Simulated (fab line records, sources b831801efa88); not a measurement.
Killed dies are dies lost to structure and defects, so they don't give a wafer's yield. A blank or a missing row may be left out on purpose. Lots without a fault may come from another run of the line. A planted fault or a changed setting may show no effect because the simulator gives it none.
A struck lot beside a sound one | flow sfq_line | 14 steps out of a route of 325
Sound: wafers L371.1, L371.3, L371.4. Struck: wafers L381.2, L381.4, L381.5. The cause comes at the end.
At each step with rows: each side's tool, then ch and its chambers, then its first start. Under that, the readings that differ: sound wafers | struck wafers | difference of the means | sigmas: that difference in standard deviations of wafers without a fault.
alike: readings whose means differ by less than 2 such deviations, and words and numbers that are the same on both sides. not compared: withheld readings, readings that some wafer has no value for, bounds like >300 that may hide the same value, and numbers for which the record gives no deviation and whose values overlap.
The two part at a step that has a row with sigmas, a row that says differs or no value, or rows on one side only. Numbers that don't overlap but have no deviation are shown without sigmas and don't part them. A reading that every wafer of one side lacks parts them only if that side has two wafers or more.

first, 1 step without rows for these wafers: SFQ_TRILAYER_M0_BARC_OPEN_METAL_ETCH_031 (etches BARC in O2, target depth 125 nm, time 41.7 s).
SFQ_TRILAYER_M0_ETCH_METAL_ETCH_024: etches Nb in Cl2/Ar, stops on SiO2, target depth 240 nm, time 120 s.
  sound on rie_metal-02 ch 0,1, day 7 12:37; struck on rie_metal-03 ch 0,1, day 10 05:42
  alike: drypump_motor_current_A, oes_product_au, rf_fwd_power_W
  not compared: rf_hours_counter_h
SFQ_TRILAYER_M0_STRIP_STRIP_025: strips in O2.
  sound on rie_metal-02 ch 0,1, day 7 12:44; struck on rie_metal-03 ch 0,1, day 10 05:50
  alike: drypump_motor_current_A, oes_product_au, platen_temp_c
  not compared: rf_hours_counter_h
then, 1 step without rows for these wafers: SFQ_TRILAYER_M0_STRIP_SOLV_CLEAN_026 (cleans in NMP, time 600 s).
SFQ_TRILAYER_I0_DEP_PECVD_027: deposits SiO2 from SiH4/N2O, time 111.11 s, target thk 500 nm.
  sound on pecvd-03 ch 0,1, day 7 13:31; struck on pecvd-02 ch 1,2, day 10 06:36
  alike: heater_power_w, rf_fwd_power_W, throttle_valve_pct
  not compared: since_wet_clean_h
SFQ_TRILAYER_I0_CMP_CMP_028: polishes SiO2.
  sound on cmp-01 ch 0,2,3, day 8 02:10; struck on cmp-01 ch 1,2, day 10 14:10
  alike: head_pressure_psi, motor_current_A, retaining_ring_pressure_frac, slurry_flow_ml_min, time_to_endpoint_s
SFQ_I0_BOW_MEAS_907:
  sound on film_metro-02, day 8 05:10; struck on film_metro-04, day 10 17:11
  alike: I0_BOW
SFQ_TRILAYER_I0_METRO_MEASURE_029:
  sound on film_metro-02, day 8 05:17; struck on film_metro-04, day 10 17:29
  alike: thk_nm
then, 4 steps without rows for these wafers: SFQ_TRILAYER_I0_VIA_LITHO_COAT_036 (resist thk 62 nm); SFQ_TRILAYER_I0_VIA_LITHO_COAT_031 (resist thk 650 nm); SFQ_TRILAYER_I0_VIA_LITHO_SOFTBAKE_035; SFQ_TRILAYER_I0_VIA_LITHO_EXPOSE_032 (exposes mask I0, target cd 500 nm).
-- the record jumps here: 4 days lie between the struck wafers' starts before and after --
SFQ_TRILAYER_I0_VIA_LITHO_PEB_034: peb time 60 s.
  sound on litho_track-04 ch 0, day 11 09:23; struck on litho_track-03, day 14 07:46
  no value came back on the struck wafers for chill_plate_temp_C (C), exhaust_pa (Pa); on the sound wafers chill_plate_temp_C (C) reads 23.00 23.15 23.00
then, 1 step without rows for these wafers: SFQ_TRILAYER_I0_VIA_LITHO_DEVELOP_033 (time 60 s).

WHERE THEY PART
Only at SFQ_TRILAYER_I0_VIA_LITHO_PEB_034, within this record.

WHY: what the simulator had put in
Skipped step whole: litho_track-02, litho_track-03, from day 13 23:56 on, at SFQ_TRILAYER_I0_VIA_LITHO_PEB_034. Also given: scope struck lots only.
